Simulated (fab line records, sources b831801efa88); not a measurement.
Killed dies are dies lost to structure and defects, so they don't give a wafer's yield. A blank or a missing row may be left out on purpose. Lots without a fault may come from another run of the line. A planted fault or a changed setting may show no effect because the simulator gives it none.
Which tool did it? | flow gf180mcu | 13 lots, 39 wafers sampled, at 3 steps of a route of 602

WHAT THE GAUGES READ, wafer by wafer
GF_PSD_RS_MEAS_15: measures by four-point-probe.
lot  | measured     | on            | PSD_RS (ohm/sq)
L228 | day 14 13:28 | film_metro-03 | 107.93 108.44 108.26
L229 | day 14 23:14 | film_metro-03 | 108.44 107.94 108.37
L230 | day 15 08:21 | film_metro-03 | 108.69 108.89 108.77
L232 | day 16 00:50 | film_metro-01 | 108.41 108.75 108.76
L233 | day 16 13:58 | film_metro-02 | 108.88 108.60 108.59
L236 | day 17 04:58 | film_metro-03 | 108.51 108.53 108.50
L235 | day 17 08:17 | film_metro-01 | 108.02 108.68 108.05
L237 | day 17 19:32 | film_metro-01 | 108.36 108.19 108.53
L241 | day 19 02:45 | film_metro-03 | 108.30 108.42 108.61
L240 | day 19 05:49 | film_metro-02 | 108.30 108.52 108.50
L248 | day 21 16:05 | film_metro-01 | 108.16 108.29 108.60
L249 | day 21 22:08 | film_metro-02 | 108.52 108.31 108.86
L250 | day 22 05:11 | film_metro-02 | 109.03 108.60 108.48

GF_SAB_OVL_MEAS_10.
lot  | measured     | on         | SAB_OVL (nm)
L228 | day 15 09:50 | overlay-02 | 1.6 0.3 0.4
L229 | day 15 19:39 | overlay-02 | 2.1 1.5 2.2
L230 | day 16 06:14 | overlay-01 | 2.1 2.3 2.5
L232 | day 16 22:52 | overlay-02 | -0.4 0.0 0.9
L233 | day 17 12:21 | overlay-01 | -2.2 -1.6 -0.9
L236 | day 18 03:59 | overlay-01 | -0.1 1.1 0.5
L235 | day 18 07:31 | overlay-02 | -0.6 -1.1 -0.5
L237 | day 18 18:53 | overlay-01 | -0.1 0.2 0.7
L241 | day 20 03:02 | overlay-02 | -0.1 -0.5 0.3
L240 | day 20 06:34 | overlay-01 | 2.2 1.3 0.9
L248 | day 22 15:44 | overlay-02 | 2.1 3.8 4.0
L249 | day 22 21:23 | overlay-01 | -1.2 -0.8 1.7
L250 | day 23 03:41 | overlay-02 | 1.6 1.7 -1.6

WHICH TOOL RAN EACH LOT (tool, then ch and the chambers of the sampled wafers, then the start)
lot  | GF_PSD_RTA_13
L228 | rtp_anneal-01 ch 0, day 14 13:15
L229 | rtp_anneal-02 ch 0, day 14 23:01
L230 | rtp_anneal-01 ch 0, day 15 08:08
L232 | rtp_anneal-01 ch 0, day 16 00:33
L233 | rtp_anneal-01 ch 0, day 16 13:44
L236 | rtp_anneal-02 ch 0, day 17 04:45
L235 | rtp_anneal-01 ch 0, day 17 08:05
L237 | rtp_anneal-02 ch 0, day 17 19:20
L241 | rtp_anneal-02 ch 0, day 19 02:32
L240 | rtp_anneal-01 ch 0, day 19 05:37
L248 | rtp_anneal-02 ch 0, day 21 15:52
L249 | rtp_anneal-02 ch 0, day 21 21:56
L250 | rtp_anneal-02 ch 0, day 22 04:59
- GF_PSD_RTA_13: time 20 s.

WHAT THE TOOLS THEMSELVES READ (means of the sampled wafers that have a number; where no wafer has one, the mark that the record gives instead)
GF_PSD_RTA_13.
lot  | tool          | anneal_temp_c_max | chamber_o2_ppm | lamp_power_pct (%) | wafer_temp_C_max
L228 | rtp_anneal-01 | 1030.3            | 2.017          | 34.0               | 1029.6
L229 | rtp_anneal-02 | 1029.9            | 2.005          | 35.0               | 1031.4
L230 | rtp_anneal-01 | 1030.8            | 1.998          | 34.1               | 1028.8
L232 | rtp_anneal-01 | 1031.9            | 2.002          | 34.0               | 1029.8
L233 | rtp_anneal-01 | 1031.9            | 2.005          | 34.0               | 1029.8
L236 | rtp_anneal-02 | 1030.6            | 2.016          | 35.0               | 1031.4
L235 | rtp_anneal-01 | 1031.3            | 2.002          | 34.1               | 1028.8
L237 | rtp_anneal-02 | 1030.2            | 1.988          | 35.0               | 1031.6
L241 | rtp_anneal-02 | 1031.5            | 1.976          | 35.0               | 1031.3
L240 | rtp_anneal-01 | 1031.1            | 2.003          | 34.0               | 1028.8
L248 | rtp_anneal-02 | 1030.1            | 1.997          | 35.0               | 1031.5
L249 | rtp_anneal-02 | 1030.2            | 1.984          | 35.0               | 1031.6
L250 | rtp_anneal-02 | 1030.7            | 1.981          | 35.0               | 1031.7

THE ANSWER, worked out from the rows above alone
Rule: what is usual is taken from the lots themselves. Put in order of their means at a reading, lots are off if they are a third of the lots or fewer, leave a main group of 4 or more, and stand apart from it by a gap of 3 or more times the standard deviation of the main group's means; of several such gaps the widest counts. A main group whose means are all the same, to the digits that the tables above print for the reading, isn't used. A lot without any number at a reading at which 4 lots or more have one is off too. The other lots that the step has rows for count as sound. The gauges are gone through in route order, then the tools' own readings, and for those a lot's mean is taken as printed above. The first step at which some lot is off is used, and at that step the reading that is off furthest; a lot without a number counts as furthest.
No lot is off at any reading shown: from this, nothing can be told.

WHAT THE SIMULATOR HAD PUT IN
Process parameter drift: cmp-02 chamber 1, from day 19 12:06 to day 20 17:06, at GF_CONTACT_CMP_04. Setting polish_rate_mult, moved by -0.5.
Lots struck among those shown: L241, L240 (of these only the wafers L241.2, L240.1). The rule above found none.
